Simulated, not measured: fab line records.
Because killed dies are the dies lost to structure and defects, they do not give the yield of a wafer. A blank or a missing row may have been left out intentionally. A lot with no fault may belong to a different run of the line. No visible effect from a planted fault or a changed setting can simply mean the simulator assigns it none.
Matching of chambers    flow sky130    SKY_SPACER_ETCHBACK_02 on rie_diel-01 has 4 sister chambers
The step etches Si3N4 in CH3F/O2, stops on SiO2, time 46.7 s, target depth 45 nm. 8 wafers are shown with their chamber, then 7 later ones without.

== WAFERS WITH THEIR CHAMBER ==
wafer   chamber  drypump_motor_current_A (A)  throttle_valve_pct (%)
L640.3  0        5.8                          10.565
L641.1  1        6.0                          10.556
L641.2  3        5.5                          10.557
L642.1  0        5.7                          10.563
L642.2  2        6.3                          10.559
L642.3  1        6.1                          10.572
L645.4  2        6.3                          10.567
L645.5  3        5.5                          10.569

== WAFERS WHOSE CHAMBER IS MISSING ==
wafer   drypump_motor_current_A (A)  throttle_valve_pct (%)
L645.6  6.3                          10.558
L650.1  6.1                          10.555
L650.2  5.8                          10.565
L650.3  5.5                          10.570
L656.4  5.8                          10.565
L656.5  6.3                          10.580
L656.6  6.1                          10.561

== THE CHAMBER EACH PASSED THROUGH ==
wafer   from the rows above  in truth
L645.6  2                    2
L650.1  1                    1
L650.2  0                    0
L650.3  3                    3
L656.4  0                    0
L656.5  2                    2
L656.6  1                    1
Correct placement for 7 of the 7. From these rows, 0 cannot be placed. Number placed wrongly: 0.
How it was worked out, from the rows above alone: a wafer's distance from a chamber is the root of the sum, over the readings, of the square of ((its reading less the chamber's mean) divided by the reading's scatter). If the next closest chamber is less than 2 further off than the closest, the wafer can't be placed; otherwise it belongs to the closest. For every chamber, the mean is computed from those of its wafers that are shown. The scatter: the root of (the sum of the squares of (reading less its chamber's mean) over the shown wafers, divided by (wafers less chambers)).
